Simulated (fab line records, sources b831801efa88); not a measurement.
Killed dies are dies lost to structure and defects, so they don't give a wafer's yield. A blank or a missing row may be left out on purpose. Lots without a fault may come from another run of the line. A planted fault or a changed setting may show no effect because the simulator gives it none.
fab line records | flow gf180mcu
record lots=14 wafers=42 last_day=34
route steps=602 shown M2@378 V2@386
lots that met no fault: from a run of the same line without faults
start_h: hours from the record's first day to the start of the lot's first wafer shown | wait_h: hours since the lot's step before | " the same as in the row above | L1.1+2: a row that stands for several wafers | - no value, or no start given | * or withheld: withheld | < > ~ a bound
route shown NAME@n: a module of which the file shows steps, and the number in the route of the first | usual: mean/standard deviation of fault-free wafers | same: alike in all rows | chamber/n: place in a boat | sites: the reading at each site | _std_site: their standard deviation | _edge_site: outer sites' mean less inner sites' | radius_mm: how far each site lies from the wafer's centre | mask NAME#n: copy n | behind: the tool/chamber that last shaped the wafer | hold: why the lot was held/for how many hours/how that ended | device: the transistor (n, p or np) that didn't switch | end of line: the same wafers' tests at the end of the route | a step without rows: its recipe alone | killed: dies lost to structure and defects at the first sort, not the wafer's yield | map: a wafer's dies, x killed, . not, _ none there
set.NAME: the setting as run; set.NAME@STEP: as run at that earlier step | model.NAME: the simulator's own value behind a step, which no gauge read
steps of the route over a sample of lots; a table a step, a row a wafer
services: from which hour (start_h, from the record's first day; less than 0 if before it) a tool's chamber was out of use, for how many hours, and why
## steps
# step GF_M2_METAL_ETCH_16
# recipe chemistry=Cl2/BCl3 mask_material=KrF target_depth_nm=627.5 stop_on=SiO2 pressure_mtorr=8 icp_w=800 bias_w=140 Cl2_flow_sccm=80 bcl3_flow_sccm=40 time_s=104.6
# usual drypump_motor_current_A=6.0/0.6 mfc_cl2_sccm=80.04/0.24 oes_product_au=0.972/0.0061 throttle_valve_pct=28.250/0.01
# same time_s=104.6
# columns lot.wafer tool chamber start_h wait_h drypump_motor_current_A mfc_cl2_sccm oes_product_au rf_hours_counter_h throttle_valve_pct
L865.2 rie_metal-01 1 433.09 0.0 5.9 80.25 0.974 12 28.261
L865.3 " 1 " " 5.9 80.56 0.978 - 28.252
L865.5 " 0 " " 5.5 79.87 0.978 - 28.237
L868.4 rie_metal-03 1 464.78 0.0 6.7 80.02 0.969 - 28.257
L868.5 " 1 " " 6.7 79.62 0.972 - 28.258
L868.6 " 0 " " 6.5 79.75 0.970 - 28.270
L869.2 rie_metal-01 0 475.08 0.1 5.5 80.13 0.967 - 28.256
L869.3 " 0 " " 5.5 79.93 0.967 - 28.225
L869.6 " 0 " " 5.5 80.27 0.972 - 28.250
L870.2 rie_metal-03 0 482.44 0.0 6.4 80.08 0.987 7 28.275
L870.3 " 1 " " 6.8 80.13 0.969 - 28.265
L870.5 " 0 " " 6.5 80.14 0.977 - 28.247
L871.3 rie_metal-04 1 487.78 0.1 4.7 80.14 0.981 - 28.236
L871.4 " 0 " " 6.4 80.06 0.977 - 28.249
L871.6 " 1 " " 4.7 79.88 0.986 - 28.248
L872.2 rie_metal-03 1 498.64 0.0 6.7 79.82 0.966 2 28.234
L872.4 " 1 " " 6.7 79.82 0.975 - 28.247
L872.6 " 1 " " 6.7 80.06 0.979 - 28.250
L873.2 rie_metal-04 0 502.89 0.0 6.4 79.73 0.984 3 28.260
L873.4 " 0 " " 6.5 80.07 0.972 - 28.239
L873.5 " 0 " " 6.4 79.83 0.982 - 28.247
L882.2 rie_metal-04 0 586.04 0.0 6.4 80.11 0.965 6 28.249
L882.3 " 0 " " 6.4 80.34 0.971 - 28.251
L882.6 " 0 " " 6.4 80.43 0.970 - 28.250
L883.1 rie_metal-01 1 592.79 0.0 5.9 80.29 0.974 3 28.242
L883.4 " 1 " " 5.9 80.07 0.967 - 28.244
L883.5 " 1 " " 5.9 80.32 0.972 - 28.237
L884.3 rie_metal-01 1 599.97 0.1 5.9 79.80 0.974 - 28.261
L884.4 " 1 " " 6.0 79.84 0.968 - 28.259
L884.6 " 1 " " 5.9 79.71 0.971 - 28.251
L885.1 rie_metal-01 1 606.84 0.0 5.9 80.06 0.958 3 28.248
L885.4 " 1 " " 5.9 80.05 0.975 - 28.236
L885.6 " 1 " " 5.9 80.23 0.967 - 28.257
L886.2 rie_metal-04 1 614.35 0.0 4.7 80.48 0.960 4 28.250
L886.3 " 0 " " 6.4 80.07 0.966 - 28.252
L886.6 " 1 " " 4.7 80.48 0.972 - 28.260
L887.2 rie_metal-01 0 618.70 0.0 5.5 80.21 0.978 0 28.255
L887.5 " 1 " " 5.9 79.73 0.971 - 28.249
L887.6 " 0 " " 5.5 80.03 0.967 - 28.256
L888.4 rie_metal-01 0 626.53 0.0 5.5 79.89 0.973 - 28.256
L888.5 " 0 " " 5.5 80.17 0.975 - 28.238
L888.6 " 1 " " 5.9 79.69 0.968 - 28.253
# step GF_V2_CMP_04
# recipe material=SiO2 down_force_psi=4 platen_rpm=60 pad_velocity_m_s=0.94248
# usual motor_current_A=11.7/1.1 retaining_ring_pressure_frac=1.000/0.0051 slurry_flow_ml_min=150.0/0.44 time_to_endpoint_s=79/5.6
# columns lot.wafer tool chamber start_h wait_h motor_current_A retaining_ring_pressure_frac slurry_flow_ml_min time_to_endpoint_s
L865.2 cmp-02 1 434.05 0.1 11.5 1.006 150.6 71
L865.3 " 2 " " 11.7 0.993 149.6 80
L865.5 " 1 " " 11.7 1.004 150.1 79
L868.4 cmp-02 3 465.83 0.2 10.1 0.996 149.7 81
L868.6 " 0 " " 13.6 1.007 150.3 86
L868.5 " 1 " " 11.2 1.005 149.8 71
L869.3 cmp-01 3 476.13 0.0 12.0 1.002 148.9 83
L869.2 " 1 " " 10.4 0.996 149.9 71
L869.6 " 3 " " 12.2 0.991 149.7 82
L870.3 cmp-01 2 483.35 0.0 11.3 0.997 150.2 71
L870.2 " 0 " " 11.7 1.007 150.0 72
L870.5 " 3 " " 11.8 1.004 149.8 81
L871.3 cmp-02 1 488.75 0.1 11.7 1.002 150.5 71
L871.4 " 2 " " 11.7 0.994 149.1 75
L871.6 " 3 " " 10.7 1.000 149.8 79
L872.2 cmp-01 1 499.62 0.0 10.5 0.999 149.4 78
L872.4 " 2 " " 11.2 0.997 150.2 79
L872.6 " 1 " " 9.9 1.003 149.8 82
L873.4 cmp-02 2 503.83 0.0 11.9 0.989 150.8 76
L873.2 " 3 " " 10.2 0.991 149.9 72
L873.5 " 2 " " 10.8 0.997 149.8 85
L882.2 cmp-02 1 587.01 0.1 10.9 0.999 149.7 73
L882.3 " 3 " " 10.1 1.002 149.4 81
L882.6 " 0 " " 14.0 1.008 150.0 86
L883.4 cmp-01 3 593.89 0.1 11.8 0.994 150.4 86
L883.1 " 0 " " 12.8 0.995 149.7 75
L883.5 " 2 " " 11.6 0.995 150.6 81
L884.4 cmp-02 0 601.06 0.1 13.3 1.008 150.2 83
L884.3 " 1 " " 11.4 1.008 149.8 75
L884.6 " 2 " " 11.9 0.994 150.1 94
L885.4 cmp-02 3 607.92 0.0 10.5 0.995 150.4 85
L885.1 " 0 " " 13.1 0.995 149.9 81
L885.6 " 0 " " 13.7 0.997 150.4 91
L886.2 cmp-01 0 615.25 0.0 12.9 1.000 149.0 73
L886.3 " 1 " " 10.6 0.991 150.3 85
L886.6 " 0 " " 12.5 0.999 149.6 82
L887.2 cmp-02 2 619.65 0.1 11.3 1.003 150.0 79
L887.6 " 1 " " 11.3 1.004 150.0 78
L887.5 " 2 " " 11.3 1.006 150.3 95
L888.4 cmp-01 2 627.54 0.1 11.7 0.993 150.3 79
L888.5 " 0 " " 12.4 0.996 149.9 83
L888.6 " 1 " " 10.3 0.990 149.8 88
# step GF_V2_OVL_MEAS_15
# usual V2_OVL=-3/4.4
# columns lot.wafer tool chamber start_h wait_h V2_OVL[nm]
L865.2 overlay-01 - 459.29 0.1 3
L865.3 " - " " 3
L865.5 " - " " 2
L868.4 overlay-01 - 490.11 0.1 -4
L868.5 " - " " -7
L868.6 " - " " -1
L869.2 overlay-01 - 500.44 0.1 -9
L869.3 " - " " -5
L869.6 " - " " -8
L870.2 overlay-01 - 507.51 0.1 -3
L870.3 " - " " -8
L870.5 " - " " -10
L871.3 overlay-01 - 512.52 0.1 1
L871.4 " - " " 0
L871.6 " - " " 3
L872.2 overlay-01 - 522.87 0.1 -3
L872.4 " - " " -4
L872.6 " - " " -3
L873.2 overlay-02 - 527.32 0.1 -4
L873.4 " - " " -2
L873.5 " - " " -9
L882.2 overlay-02 - 608.47 0.1 -5
L882.3 " - " " -4
L882.6 " - " " -2
L883.1 overlay-02 - 615.14 0.1 -11
L883.4 " - " " -8
L883.5 " - " " 0
L884.3 overlay-01 - 622.47 0.1 -11
L884.4 " - " " -3
L884.6 " - " " -3
L885.1 overlay-01 - 628.61 0.1 -9
L885.4 " - " " -4
L885.6 " - " " -5
L886.2 overlay-01 - 635.91 0.1 -3
L886.3 " - " " 1
L886.6 " - " " -2
L887.2 overlay-01 - 640.04 0.1 -2
L887.5 " - " " 1
L887.6 " - " " -8
L888.4 overlay-01 - 647.65 0.1 -2
L888.5 " - " " 5
L888.6 " - " " 1
# step GF_V2_CVD_23
# recipe material=W target_thk_nm=350 time_s=104.94 temp_c=400 pressure_torr=40
# usual chamber_pressure_Torr=40.00/0.094 heater_power_outer_w=515/91 heater_power_w=850/130 time_s=104.94/0
# columns lot.wafer tool chamber start_h wait_h chamber_pressure_Torr heater_power_outer_w heater_power_w time_s
L865.2 cvd_w-01 0 460.09 0.0 40.22 437 713 104.94
L865.3 " 0 " " 40.03 423 716 104.94
L865.5 " 0 " " 39.98 431 719 104.94
L868.4 cvd_w-02 1 490.92 0.1 39.94 493 827 104.94
L868.5 " 0 " " 39.95 460 795 104.94
L868.6 " 1 " " 39.85 482 821 104.94
L869.2 cvd_w-01 1 501.24 0.0 40.13 653 1006 104.94
L869.3 " 0 " " 40.00 437 703 104.94
L869.6 " 1 " " 39.93 658 1019 104.94
L870.2 cvd_w-01 1 508.68 0.0 40.10 656 1049 104.94
L870.3 " 0 " " 40.02 425 724 104.94
L870.5 " 0 " " 40.04 429 706 104.94
L871.3 cvd_w-02 1 513.71 0.1 40.16 492 832 104.94
L871.4 " 0 " " 40.09 470 779 104.94
L871.6 " 0 " " 40.16 468 791 104.94
L872.2 cvd_w-01 1 523.68 0.0 40.01 647 1035 104.94
L872.4 " 1 " " 39.90 647 1033 104.94
L872.6 " 0 " " 39.82 438 711 104.94
L873.2 cvd_w-02 1 528.14 0.0 40.20 489 837 104.94
L873.4 " 1 " " 39.93 496 842 104.94
L873.5 " 0 " " 39.98 475 773 104.94
L882.2 cvd_w-01 0 609.27 0.0 - - - -
L882.3 " 1 " " - - - -
L882.6 " 1 " " - - - -
L883.1 cvd_w-01 1 615.94 0.0 - - - -
L883.4 " 0 " " - - - -
L883.5 " 0 " " - - - -
L884.3 cvd_w-01 0 623.30 0.1 40.09 436 714 104.94
L884.4 " 1 " " 40.10 650 1042 104.94
L884.6 " 0 " " 40.12 425 729 104.94
L885.1 cvd_w-02 0 629.42 0.0 39.97 469 807 104.94
L885.4 " 1 " " 40.02 488 833 104.94
L885.6 " 1 " " 39.90 496 808 104.94
L886.2 cvd_w-01 1 636.75 0.0 39.85 651 1050 104.94
L886.3 " 1 " " 39.83 659 1023 104.94
L886.6 " 1 " " 39.93 658 1024 104.94
L887.2 cvd_w-01 1 640.87 0.0 39.99 647 1057 104.94
L887.5 " 0 " " 39.96 428 713 104.94
L887.6 " 1 " " 40.01 660 1031 104.94
L888.4 cvd_w-02 1 648.50 0.1 39.97 483 842 104.94
L888.5 " 0 " " 39.87 477 789 104.94
L888.6 " 1 " " 40.05 491 848 104.94
# step GF_V2_RS_MEAS_24
# recipe thk_meas_gauge=four-point-probe reads=W_of_V2_CVD_23+TiN_of_V2_SPUTTER_22+Ti_of_V2_SPUTTER_21
# usual V2_W_RS=0.328/0.0049
# columns lot.wafer tool chamber start_h wait_h V2_W_RS[ohm/sq]
L865.2 film_metro-01 - 460.22 0.1 0.333
L865.3 " - " " 0.337
L865.5 " - " " 0.335
L868.4 film_metro-01 - 491.06 0.1 0.332
L868.5 " - " " 0.327
L868.6 " - " " 0.326
L869.2 film_metro-01 - 501.37 0.1 0.326
L869.3 " - " " 0.336
L869.6 " - " " 0.322
L870.2 film_metro-04 - 508.81 0.1 0.323
L870.3 " - " " 0.337
L870.5 " - " " 0.333
L871.3 film_metro-04 - 513.83 0.1 0.334
L871.4 " - " " 0.325
L871.6 " - " " 0.325
L872.2 film_metro-01 - 523.81 0.1 0.329
L872.4 " - " " 0.324
L872.6 " - " " 0.336
L873.2 film_metro-01 - 528.32 0.1 0.329
L873.4 " - " " 0.332
L873.5 " - " " 0.326
L882.2 film_metro-01 - 609.44 0.1 44.563
L882.3 " - " " 44.318
L882.6 " - " " 43.915
L883.1 film_metro-04 - 616.13 0.2 43.897
L883.4 " - " " 43.509
L883.5 " - " " 43.366
L884.3 film_metro-01 - 623.41 0.1 0.333
L884.4 " - " " 0.321
L884.6 " - " " 0.332
L885.1 film_metro-04 - 629.53 0.1 0.324
L885.4 " - " " 0.330
L885.6 " - " " 0.333
L886.2 film_metro-04 - 636.89 0.1 0.320
L886.3 " - " " 0.319
L886.6 " - " " 0.319
L887.2 film_metro-04 - 641.00 0.1 0.319
L887.5 " - " " 0.332
L887.6 " - " " 0.323
L888.4 film_metro-04 - 648.69 0.2 0.332
L888.5 " - " " 0.326
L888.6 " - " " 0.330
# step GF_V2_THK_MEAS_25
# recipe thk_meas_gauge=xrf reads=W_of_V2_CVD_23
# usual V2_W_THK=342/5.4
# columns lot.wafer tool chamber start_h wait_h V2_W_THK[nm]
L865.2 film_metro-01 - 460.33 0.1 341
L865.3 " - " " 335
L865.5 " - " " 335
L868.4 film_metro-01 - 491.15 0.1 334
L868.5 " - " " 339
L868.6 " - " " 340
L869.2 film_metro-01 - 501.48 0.1 341
L869.3 " - " " 329
L869.6 " - " " 345
L870.2 film_metro-04 - 508.92 0.1 348
L870.3 " - " " 335
L870.5 " - " " 338
L871.3 film_metro-04 - 513.93 0.1 338
L871.4 " - " " 348
L871.6 " - " " 348
L872.2 film_metro-01 - 523.92 0.1 342
L872.4 " - " " 348
L872.6 " - " " 338
L873.2 film_metro-01 - 528.43 0.1 344
L873.4 " - " " 339
L873.5 " - " " 345
L882.2 film_metro-01 - 609.55 0.1 -
L882.3 " - " " <0
L882.6 " - " " <0
L883.1 film_metro-04 - 616.25 0.1 <0
L883.4 " - " " -
L883.5 " - " " <0
L884.3 film_metro-01 - 623.51 0.1 336
L884.4 " - " " 348
L884.6 " - " " 336
L885.1 film_metro-04 - 629.65 0.1 347
L885.4 " - " " 340
L885.6 " - " " 337
L886.2 film_metro-04 - 637.00 0.1 351
L886.3 " - " " 350
L886.6 " - " " 353
L887.2 film_metro-04 - 641.11 0.1 350
L887.5 " - " " 338
L887.6 " - " " 347
L888.4 film_metro-04 - 648.78 0.1 340
L888.5 " - " " 345
L888.6 " - " " 343
# step GF_V2_CMP_26
# recipe stop_on=SiO2 down_force_psi=3.5 platen_rpm=60 t_overpolish_s=15 target_thk_nm=0 pad_velocity_m_s=0.94248
# usual motor_current_A=10.7/1 retaining_ring_pressure_frac=1.000/0.0052 slurry_flow_ml_min=149.9/0.44 time_to_endpoint_s=83/3.5
# columns lot.wafer tool chamber start_h wait_h motor_current_A retaining_ring_pressure_frac slurry_flow_ml_min time_to_endpoint_s
L865.2 cmp-02 1 460.48 0.1 10.3 1.006 150.8 77
L865.3 " 2 " " 11.3 1.007 149.3 82
L865.5 " 3 " " 9.1 1.007 150.4 78
L868.4 cmp-01 1 491.28 0.1 10.0 1.002 149.9 82
L868.6 " 3 " " 10.8 0.999 149.8 89
L868.5 " 0 " " 11.0 0.992 150.0 84
L869.3 cmp-02 0 501.58 0.1 12.4 1.008 150.2 80
L869.2 " 2 " " 11.1 1.002 149.8 83
L869.6 " 0 " " 13.2 0.997 150.4 83
L870.2 cmp-01 2 509.07 0.1 10.6 0.992 149.5 84
L870.3 " 3 " " 10.9 1.004 149.5 85
L870.5 " 0 " " 11.4 1.007 149.2 82
L871.3 cmp-01 3 514.02 0.1 11.2 0.997 149.7 87
L871.4 " 1 " " 9.1 1.003 150.9 83
L871.6 " 2 " " 10.5 0.998 149.8 81
L872.2 cmp-01 0 523.97 0.0 11.1 0.993 149.7 83
L872.4 " 1 " " 9.8 1.002 149.8 85
L872.6 " 0 " " 11.2 1.000 149.3 80
L873.2 cmp-02 0 528.53 0.1 12.5 1.006 149.7 84
L873.4 " 2 " " 10.4 1.002 149.1 83
L873.5 " 3 " " 9.0 0.998 150.6 81
L882.2 cmp-01 2 609.60 0.0 10.3 1.002 149.5 0
L882.3 " 0 " " 11.1 0.994 150.2 2
L882.6 " 2 " " 10.3 0.997 149.5 3
L883.4 cmp-01 0 616.41 0.1 11.7 0.994 150.2 3
L883.1 " 1 " " 9.9 0.993 150.1 3
L883.5 " 2 " " 10.4 0.999 150.4 2
L884.4 cmp-02 2 623.55 0.0 10.9 1.002 149.7 86
L884.3 " 3 " " 9.2 1.003 150.5 79
L884.6 " 2 " " 11.3 1.013 149.6 85
L885.1 cmp-02 0 629.71 0.1 12.8 0.987 149.5 87
L885.4 " 1 " " 10.8 0.996 150.3 77
L885.6 " 0 " " 12.4 0.989 149.8 82
L886.3 cmp-02 3 637.10 0.1 9.6 1.004 150.1 84
L886.2 " 0 " " 13.1 0.995 150.9 87
L886.6 " 3 " " 9.7 0.997 149.4 83
L887.2 cmp-01 1 641.31 0.2 9.7 0.999 150.2 90
L887.5 " 2 " " 10.6 1.005 149.7 80
L887.6 " 3 " " 10.9 0.989 149.1 90
L888.4 cmp-02 3 648.81 0.0 9.4 1.003 150.0 86
L888.5 " 3 " " 9.7 1.003 149.9 86
L888.6 " 0 " " 12.6 0.989 150.0 88
## services
# columns tool chamber start_h hours kind
cvd_w-02 1 416.99 8.4 repair
rie_metal-04 - 433.60 0.6 repair
cmp-02 - 434.86 1.0 repair
cmp-01 - 442.92 4.0 pm
rie_metal-01 1 458.86 - clean
rie_metal-01 1 458.86 31.8 scheduled_down
rie_metal-01 1 458.86 31.8 vent_cycle
cmp-02 - 499.08 1.5 repair
cmp-01 - 502.89 1.2 repair
cmp-01 - 529.40 1.8 repair
cmp-02 - 544.01 0.6 repair
cmp-01 - 572.00 4.0 pm
cmp-01 - 576.00 - consumable_replace:conditioner
cmp-01 - 576.00 - consumable_replace:pad
cmp-02 - 577.39 2.5 repair
rie_metal-01 - 581.86 2.8 pm
cmp-01 - 583.83 3.3 pm
cvd_w-01 - 586.70 0.9 repair
cmp-01 - 588.78 2.2 repair
rie_metal-01 0 590.57 - clean
rie_metal-04 0 595.77 2.5 repair
rie_metal-01 - 604.67 2.0 repair
cmp-02 - 608.44 3.8 repair
rie_metal-01 - 616.25 1.5 repair
## key
first_sign step=GF_V2_CVD_23 reading=tool_record direction=missing
effect step=GF_V2_RS_MEAS_24 reading=V2_W_RS direction=up sigmas=99+ usual=0.328 struck=43.928
effect step=GF_V2_THK_MEAS_25 reading=V2_W_THK direction=down sigmas=63 usual=342 struck=<0
effect step=GF_V2_CMP_26 reading=time_to_endpoint_s direction=down sigmas=23 usual=* struck=*
met_at GF_V2_CVD_23
struck_lots L882,L883
later_rows_left_out L882.2,L882.3,L882.6,L883.1,L883.4,L883.5
sort_left_out L882.2,L882.3,L882.6,L883.1,L883.4,L883.5
not_acting_at GF_M2_METAL_ETCH_16,GF_V2_CMP_04,GF_V2_OVL_MEAS_15
onset_between 523.68 609.27
fault kind=skipped_step_whole tool=cvd_w-01 chamber=- onset_h=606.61 steps=GF_V2_CVD_23 scope=struck_lots_only
# sort_left_out: the simulated sort isn't trusted on such a fault, so these wafers' sort isn't shown, and their yield isn't known
# later_rows_left_out: the simulator's readings of these wafers behind a module that went badly wrong aren't trusted and aren't shown, but for the sort
